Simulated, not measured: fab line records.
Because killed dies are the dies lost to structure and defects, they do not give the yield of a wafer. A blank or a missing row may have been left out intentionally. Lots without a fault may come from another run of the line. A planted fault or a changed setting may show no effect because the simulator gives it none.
Chamber matching -- flow gf180mcu -- GF_V3_CMP_04 on cmp-01: 4 sister chambers
The step polishes SiO2. 8 wafers are shown with their chamber, then 7 later ones without.

WAFERS WITH THEIR CHAMBER
wafer,chamber,motorCurrentA (A),timeToEndpointS (s)
L762.1,1,11.1,86
L766.2,0,12.5,76
L766.3,1,10.7,80
L766.4,2,13.2,86
L769.3,0,12.2,75
L769.4,3,10.6,87
L769.5,2,14.2,83
L770.5,3,11.1,82

WAFERS WHOSE CHAMBER IS MISSING
wafer,motorCurrentA (A),timeToEndpointS (s)
L770.6,12.4,81
L772.2,11.5,84
L772.5,13.8,86
L772.6,10.5,90
L777.4,10.4,79
L777.5,10.7,81
L777.6,14.5,84

EACH ONE'S CHAMBER
wafer,from the rows above,in truth
L770.6,can't be placed: 0 or 2 or 1 or 3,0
L772.2,can't be placed: 1 or 3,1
L772.5,2,2
L772.6,can't be placed: 3 or 1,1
L777.4,can't be placed: 1 or 3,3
L777.5,can't be placed: 1 or 3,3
L777.6,2,2
Placed correctly: 2 of 7. Not placeable from these rows: 5 (in 5, the candidates include the true chamber). Wrongly placed: 0.
How it was worked out, from the rows above alone: a wafer's distance from a chamber is the root of the sum, over the readings, of the square of ((its reading less the chamber's mean) divided by the reading's scatter). The wafer belongs to the nearest chamber; if the next one is less than 2 further off, it can't be placed. The mean given for a chamber averages the wafers shown for that chamber. The scatter is the square root of a quotient: the sum, over the shown wafers, of each reading's squared deviation from its chamber's mean, divided by wafers minus chambers.
